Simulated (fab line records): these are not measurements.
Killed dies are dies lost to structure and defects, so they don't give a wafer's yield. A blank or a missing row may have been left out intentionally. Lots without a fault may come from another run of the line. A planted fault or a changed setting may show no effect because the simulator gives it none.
The tool behind it: which one? -- flow gf180mcu -- Sampling: 24 lots, 72 wafers, 3 of 602 route steps

WHAT EACH GAUGE READ, for each wafer
GF_V2_BOW_MEAS_05.
lot,measured,on,V2_BOW (um)
L074,day 19 04:26,film-metro-04,94 105 104
L075,day 19 11:05,film-metro-04,101 96 96
L076,day 20 00:07,film-metro-04,90 84 92
L077,day 20 11:25,film-metro-03,88 94 82
L078,day 21 00:45,film-metro-03,94 90 96
L079,day 21 04:28,film-metro-03,88 85 99
L080,day 21 15:47,film-metro-02,114 102 106
L081,day 22 04:50,film-metro-03,102 101 109
L082,day 22 07:42,film-metro-03,93 89 90
L083,day 22 13:00,film-metro-03,103 95 95
L084,day 22 21:46,film-metro-04,114 99 88
L085,day 23 10:52,film-metro-04,111 109 116
L086,day 23 17:16,film-metro-02,89 102 103
L087,day 24 01:10,film-metro-04,108 102 102
L088,day 24 07:43,film-metro-03,98 105 95
L089,day 24 21:17,film-metro-02,103 107 96
L090,day 25 01:44,film-metro-02,92 89 108
L091,day 25 09:46,film-metro-02,109 105 103
L092,day 25 17:55,film-metro-04,96 100 84
L093,day 25 22:13,film-metro-02,101 105 104
L094,day 26 09:06,film-metro-04,104 106 98
L095,day 26 17:59,film-metro-02,103 97 90
L096,day 26 23:47,film-metro-03,99 99 102
L097,day 27 09:01,film-metro-03,90 101 97

TOOL THAT RAN EACH LOT (tool first, then ch and the chambers of the sampled wafers, then the start)
lot,GF_SALICIDE_SPUTTER_02,GF_M2_SPUTTER_00
L074,"pvd-sputter-02, day 15 02:21","pvd-sputter-04, day 18 03:01"
L075,"pvd-sputter-04, day 15 08:18","pvd-sputter-02, day 18 09:19"
L076,"pvd-sputter-03, day 15 17:05","pvd-sputter-04, day 18 21:49"
L077,"pvd-sputter-02, day 16 05:48","pvd-sputter-04, day 19 09:29"
L078,"pvd-sputter-04, day 16 16:09","pvd-sputter-02, day 19 23:15"
L079,"pvd-sputter-04, day 16 22:43","pvd-sputter-02, day 20 03:26"
L080,"pvd-sputter-04, day 17 08:08","pvd-sputter-04, day 20 14:07"
L081,"pvd-sputter-04, day 17 22:05","pvd-sputter-02, day 21 04:04"
L082,"pvd-sputter-03, day 18 01:51","pvd-sputter-02, day 21 06:40"
L083,"pvd-sputter-02, day 18 07:05","pvd-sputter-04, day 21 12:25"
L084,"pvd-sputter-02, day 18 16:34","pvd-sputter-02, day 21 21:30"
L085,"pvd-sputter-04, day 19 04:23","pvd-sputter-03, day 22 10:11"
L086,"pvd-sputter-03, day 19 10:30","pvd-sputter-04, day 22 16:30"
L087,"pvd-sputter-04, day 19 18:28","pvd-sputter-02, day 23 00:24"
L088,"pvd-sputter-03, day 20 01:47","pvd-sputter-03, day 23 07:00"
L089,"pvd-sputter-03, day 20 16:59","pvd-sputter-02, day 23 21:28"
L090,"pvd-sputter-04, day 20 21:35","pvd-sputter-02, day 24 01:51"
L091,"pvd-sputter-03, day 21 07:32","pvd-sputter-04, day 24 10:47"
L092,"pvd-sputter-04, day 21 17:06","pvd-sputter-04, day 24 18:34"
L093,"pvd-sputter-04, day 21 20:48","pvd-sputter-03, day 24 22:37"
L094,"pvd-sputter-02, day 22 08:29","pvd-sputter-02, day 25 10:06"
L095,"pvd-sputter-03, day 22 17:53","pvd-sputter-04, day 25 19:25"
L096,"pvd-sputter-04, day 23 00:09","pvd-sputter-02, day 26 01:47"
L097,"pvd-sputter-02, day 23 10:11","pvd-sputter-03, day 26 10:33"
- GF_SALICIDE_SPUTTER_02: material Co, target thk 10 nm, time 20 s.
- GF_M2_SPUTTER_00: material Ti, target thk 37.5 nm, time 150 s.

WHAT THE TOOLS THEMSELVES READ (means of the sampled wafers that have a number; where no wafer has one, the mark that the record gives instead)
GF_SALICIDE_SPUTTER_02.
lot,tool,chamber-pressure-pa (Pa),throttle-valve-pct (%)
L074,pvd-sputter-02,0.4002,30.7
L075,pvd-sputter-04,0.4000,30.6
L076,pvd-sputter-03,0.4000,30.4
L077,pvd-sputter-02,0.3997,30.7
L078,pvd-sputter-04,0.3993,30.4
L079,pvd-sputter-04,0.3994,30.5
L080,pvd-sputter-04,0.4001,30.2
L081,pvd-sputter-04,0.3997,30.3
L082,pvd-sputter-03,0.4001,30.5
L083,pvd-sputter-02,0.4001,30.1
L084,pvd-sputter-02,0.4001,30.1
L085,pvd-sputter-04,0.3997,30.7
L086,pvd-sputter-03,0.3986,30.2
L087,pvd-sputter-04,0.4002,30.3
L088,pvd-sputter-03,0.4001,30.4
L089,pvd-sputter-03,0.4002,30.4
L090,pvd-sputter-04,0.3998,30.3
L091,pvd-sputter-03,0.3997,30.0
L092,pvd-sputter-04,0.3993,30.2
L093,pvd-sputter-04,0.3998,30.3
L094,pvd-sputter-02,0.3997,31.0
L095,pvd-sputter-03,0.3996,30.0
L096,pvd-sputter-04,0.4007,30.0
L097,pvd-sputter-02,0.3994,30.2

GF_M2_SPUTTER_00.
lot,tool,chamber-pressure-pa (Pa),throttle-valve-pct (%)
L074,pvd-sputter-04,2.000,30.1
L075,pvd-sputter-02,1.999,30.3
L076,pvd-sputter-04,2.001,30.3
L077,pvd-sputter-04,1.999,30.9
L078,pvd-sputter-02,2.000,31.0
L079,pvd-sputter-02,2.001,30.6
L080,pvd-sputter-04,1.997,30.7
L081,pvd-sputter-02,2.002,30.0
L082,pvd-sputter-02,2.001,30.6
L083,pvd-sputter-04,1.998,30.0
L084,pvd-sputter-02,2.002,29.8
L085,pvd-sputter-03,2.000,29.8
L086,pvd-sputter-04,1.994,31.1
L087,pvd-sputter-02,1.995,30.4
L088,pvd-sputter-03,1.998,30.1
L089,pvd-sputter-02,2.001,31.1
L090,pvd-sputter-02,2.001,31.2
L091,pvd-sputter-04,1.999,30.6
L092,pvd-sputter-04,2.006,30.3
L093,pvd-sputter-03,2.000,29.6
L094,pvd-sputter-02,2.001,30.5
L095,pvd-sputter-04,1.999,30.7
L096,pvd-sputter-02,2.000,30.9
L097,pvd-sputter-03,2.001,30.7

THE ANSWER, worked out from the rows above alone
Rule: the lots themselves supply what counts as usual. The widest of any qualifying gaps counts: lots, ordered by their means at a reading, are off when they make up no more than a third of the lots, leave a main group of 4 or more, and stand apart from it by 3 or more times the standard deviation of that group's means. A main group whose means are all the same, to the digits that the tables above print for the reading, isn't used. A lot without any number at a reading at which 4 lots or more have one is off too. Any other lot the step has rows for is counted as sound. The gauges are gone through in route order, then the tools' own readings, and for those a lot's mean is taken as printed above. At the first step where some lot is off, the reading lying furthest off is the one used; lots without a number count as furthest.
No lot is off at any reading shown: from this, nothing can be told.

WHAT HAD BEEN PUT IN BY THE SIMULATOR
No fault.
